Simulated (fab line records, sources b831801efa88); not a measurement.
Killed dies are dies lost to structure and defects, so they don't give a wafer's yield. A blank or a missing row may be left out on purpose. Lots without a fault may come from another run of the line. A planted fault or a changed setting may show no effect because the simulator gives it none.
Chamber matching | flow sky130 | SKY_METAL3_ETCH_17 on rie_diel-02: 4 sister chambers
The step etches SiO2 in C4F8/O2/Ar, stops on TiN, time 3.9 s, target depth 15 nm. 14 wafers are shown with their chamber, then 7 later ones without.

WAFERS WITH THEIR CHAMBER
wafer  | chamber | bias_w (W) | oes_product_au (a.u.)
L729.1 | 0       | 1207       | 0.755
L729.5 | 2       | 1203       | 0.756
L729.6 | 3       | 1199       | 0.756
L730.1 | 0       | 1201       | 0.751
L730.3 | 2       | 1196       | 0.766
L730.6 | 2       | 1198       | 0.770
L732.1 | 2       | 1198       | 0.765
L732.2 | 0       | 1201       | 0.756
L732.3 | 3       | 1201       | 0.764
L739.2 | 1       | 1207       | 0.750
L739.4 | 2       | 1201       | 0.764
L739.6 | 2       | 1193       | 0.746
L740.1 | 2       | 1200       | 0.754
L740.2 | 0       | 1201       | 0.745

SIGNATURES (means of the wafers above)
reading        | chamber 0 | chamber 1 | chamber 2 | chamber 3 | scatter within a chamber
bias_w         | 1202.50   | 1207.00   | 1198.43   | 1200.00   | 3.08
oes_product_au | 0.75175   | 0.75000   | 0.76014   | 0.76000   | 0.00729
Rule: a wafer's distance from a chamber is the root of the sum, over the readings, of the square of ((its reading less the chamber's mean) divided by the reading's scatter). The wafer belongs to the nearest chamber; if the next one is less than 2 further off, it can't be placed. The scatter: the root of (the sum of the squares of (reading less its chamber's mean) over the shown wafers, divided by (wafers less chambers)).

WAFERS WITHOUT THEIR CHAMBER
wafer  | bias_w (W) | oes_product_au (a.u.)
L740.4 | 1202       | 0.754
L746.3 | 1199       | 0.749
L746.4 | 1198       | 0.756
L746.6 | 1204       | 0.760
L747.4 | 1200       | 0.762
L747.5 | 1201       | 0.755
L747.6 | 1203       | 0.753

WHICH CHAMBER EACH WENT THROUGH
wafer  | from the rows above               | in truth
L740.4 | can't be placed: 0 or 3 or 2 or 1 | 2
L746.3 | can't be placed: 0 or 2 or 3 or 1 | 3
L746.4 | can't be placed: 2 or 3 or 0      | 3
L746.6 | can't be placed: 0 or 3 or 1 or 2 | 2
L747.4 | can't be placed: 3 or 2 or 0      | 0
L747.5 | can't be placed: 0 or 3 or 2 or 1 | 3
L747.6 | can't be placed: 0 or 1 or 3 or 2 | 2
Placed correctly: 0 of 7. Can't be placed from these rows: 7 (the true chamber is among the candidates in 7). Placed wrongly: 0.
